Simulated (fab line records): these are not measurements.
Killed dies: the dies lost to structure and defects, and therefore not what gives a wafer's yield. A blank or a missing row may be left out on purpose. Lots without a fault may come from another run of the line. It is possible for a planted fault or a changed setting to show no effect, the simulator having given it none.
Commonality check across tools / flow sky130 / 10 lots and 30 wafers in the sample

## REASON IT WAS OPENED
Of 10 lots, 2 have the reading METAL2_ALCU_RS flagged at SKY_METAL2_RS_MEAS_05. Fault-free wafers read 0.1269 ohm/sq, with a standard deviation of 0.0015.
Rule: flag the lot when none of its wafers has a number, or when each of its wafers that has one lies beyond 4 standard deviations from that mean. All remaining lots are regarded as sound.

lot=L881; measured=day 34 15:46; on=film metro-03; METAL2_ALCU_RS (ohm/sq), wafer by wafer=0.1275 0.1291 0.1276; flag=
lot=L882; measured=day 35 08:03; on=film metro-01; METAL2_ALCU_RS (ohm/sq), wafer by wafer=0.1278 0.1255 0.1294; flag=
lot=L883; measured=day 35 12:26; on=film metro-03; METAL2_ALCU_RS (ohm/sq), wafer by wafer=0.1246 0.1260 0.1267; flag=
lot=L884; measured=day 35 17:35; on=film metro-01; METAL2_ALCU_RS (ohm/sq), wafer by wafer=0.1265 0.1243 0.1265; flag=
lot=L892; measured=day 38 08:40; on=film metro-01; METAL2_ALCU_RS (ohm/sq), wafer by wafer=0.1374 0.1401 0.1389; flag=FLAGGED
lot=L895; measured=day 39 02:28; on=film metro-04; METAL2_ALCU_RS (ohm/sq), wafer by wafer=0.1371 0.1342 0.1351; flag=FLAGGED
lot=L897; measured=day 39 09:25; on=film metro-01; METAL2_ALCU_RS (ohm/sq), wafer by wafer=0.1263 0.1280 0.1262; flag=
lot=L898; measured=day 40 07:11; on=film metro-03; METAL2_ALCU_RS (ohm/sq), wafer by wafer=0.1269 0.1295 0.1282; flag=
lot=L899; measured=day 40 19:05; on=film metro-04; METAL2_ALCU_RS (ohm/sq), wafer by wafer=0.1280 0.1274 0.1251; flag=
lot=L901; measured=day 41 01:23; on=film metro-03; METAL2_ALCU_RS (ohm/sq), wafer by wafer=0.1275 0.1280 0.1280; flag=
The numbers of the flagged lots are 0.1371 ohm/sq on average: +0.0102 ohm/sq against the usual, or +7 standard deviations.

## LOT BY LOT: THE TOOL USED
The record holds 2 process steps before the reading, out of a route of 708 steps. Each cell gives the tool, then ch followed by the chambers the sampled wafers passed through, then the start.
lot=L881; flag=; SKY_METAL1_METAL_ETCH_19=rie metal-02 ch 0,1, day 33 10:25; SKY_METAL2_SPUTTER_02=pvd sputter-02, day 34 15:40
lot=L882; flag=; SKY_METAL1_METAL_ETCH_19=rie metal-04 ch 0,1, day 34 02:43; SKY_METAL2_SPUTTER_02=pvd sputter-03, day 35 07:57
lot=L883; flag=; SKY_METAL1_METAL_ETCH_19=rie metal-02 ch 0,1, day 34 07:53; SKY_METAL2_SPUTTER_02=pvd sputter-02, day 35 12:19
lot=L884; flag=; SKY_METAL1_METAL_ETCH_19=rie metal-02 ch 0,1, day 34 12:31; SKY_METAL2_SPUTTER_02=pvd sputter-03, day 35 17:28
lot=L892; flag=FLAGGED; SKY_METAL1_METAL_ETCH_19=rie metal-04 ch 1, day 37 03:48; SKY_METAL2_SPUTTER_02=pvd sputter-02, day 38 08:34
lot=L895; flag=FLAGGED; SKY_METAL1_METAL_ETCH_19=rie metal-02 ch 0,1, day 37 22:10; SKY_METAL2_SPUTTER_02=pvd sputter-02, day 39 02:22
lot=L897; flag=; SKY_METAL1_METAL_ETCH_19=rie metal-03 ch 1, day 38 05:21; SKY_METAL2_SPUTTER_02=pvd sputter-03, day 39 09:16
lot=L898; flag=; SKY_METAL1_METAL_ETCH_19=rie metal-02 ch 0, day 39 03:29; SKY_METAL2_SPUTTER_02=pvd sputter-03, day 40 07:06
lot=L899; flag=; SKY_METAL1_METAL_ETCH_19=rie metal-02 ch 0,1, day 39 15:34; SKY_METAL2_SPUTTER_02=pvd sputter-03, day 40 18:59
lot=L901; flag=; SKY_METAL1_METAL_ETCH_19=rie metal-03 ch 0,1, day 39 22:14; SKY_METAL2_SPUTTER_02=pvd sputter-01, day 41 01:16
What these steps do:
- SKY_METAL1_METAL_ETCH_19: etches the open film in Cl2/BCl3, stops on SiO2, target depth 360 nm, time 78 s.
- SKY_METAL2_SPUTTER_02: material AlCu, target thk 250 nm, time 13.3 s.
- SKY_METAL2_RS_MEAS_05: measures by four-point-probe.

## FLAGGED AGAINST TOTAL, ONE TOOL AT A TIME (gauges that did the reading follow at the end)
step=SKY_METAL1_METAL_ETCH_19; tool=rie metal-02; lots run=6; flagged=1; share of the flagged lots=some; sound lots run after its first flagged lot=2 (L898,L899)
step=SKY_METAL1_METAL_ETCH_19; tool=rie metal-03; lots run=2; flagged=0; share of the flagged lots=none; sound lots run after its first flagged lot=-
step=SKY_METAL1_METAL_ETCH_19; tool=rie metal-04; lots run=2; flagged=1; share of the flagged lots=some; sound lots run after its first flagged lot=0
step=SKY_METAL2_SPUTTER_02; tool=pvd sputter-01; lots run=1; flagged=0; share of the flagged lots=none; sound lots run after its first flagged lot=-
step=SKY_METAL2_SPUTTER_02; tool=pvd sputter-02; lots run=4; flagged=2; share of the flagged lots=all; sound lots run after its first flagged lot=0
step=SKY_METAL2_SPUTTER_02; tool=pvd sputter-03; lots run=5; flagged=0; share of the flagged lots=none; sound lots run after its first flagged lot=-
step=SKY_METAL2_RS_MEAS_05; tool=film metro-01; lots run=4; flagged=1; share of the flagged lots=some; sound lots run after its first flagged lot=1 (L897)
step=SKY_METAL2_RS_MEAS_05; tool=film metro-03; lots run=4; flagged=0; share of the flagged lots=none; sound lots run after its first flagged lot=-
step=SKY_METAL2_RS_MEAS_05; tool=film metro-04; lots run=2; flagged=1; share of the flagged lots=some; sound lots run after its first flagged lot=1 (L899)

## THE TABLE: WHAT IT ALLOWS
In the table, 1 row covers all flagged lots: pvd sputter-02 at SKY_METAL2_SPUTTER_02.
- pvd sputter-02 at SKY_METAL2_SPUTTER_02: 2 of its 4 lots flagged. It ran its last sound lot, L883, at day 35 12:19 and its first flagged lot, L892, at day 38 08:34: a fault with its onset between the two fits.
Left over: one tool, pvd sputter-02 at SKY_METAL2_SPUTTER_02.

## WHAT HAD BEEN PUT IN BY THE SIMULATOR
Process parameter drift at SKY_METAL2_SPUTTER_02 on pvd sputter-02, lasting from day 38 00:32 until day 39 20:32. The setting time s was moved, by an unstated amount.
Struck lots among those shown: L892, L895. The rule above reached the same finding.
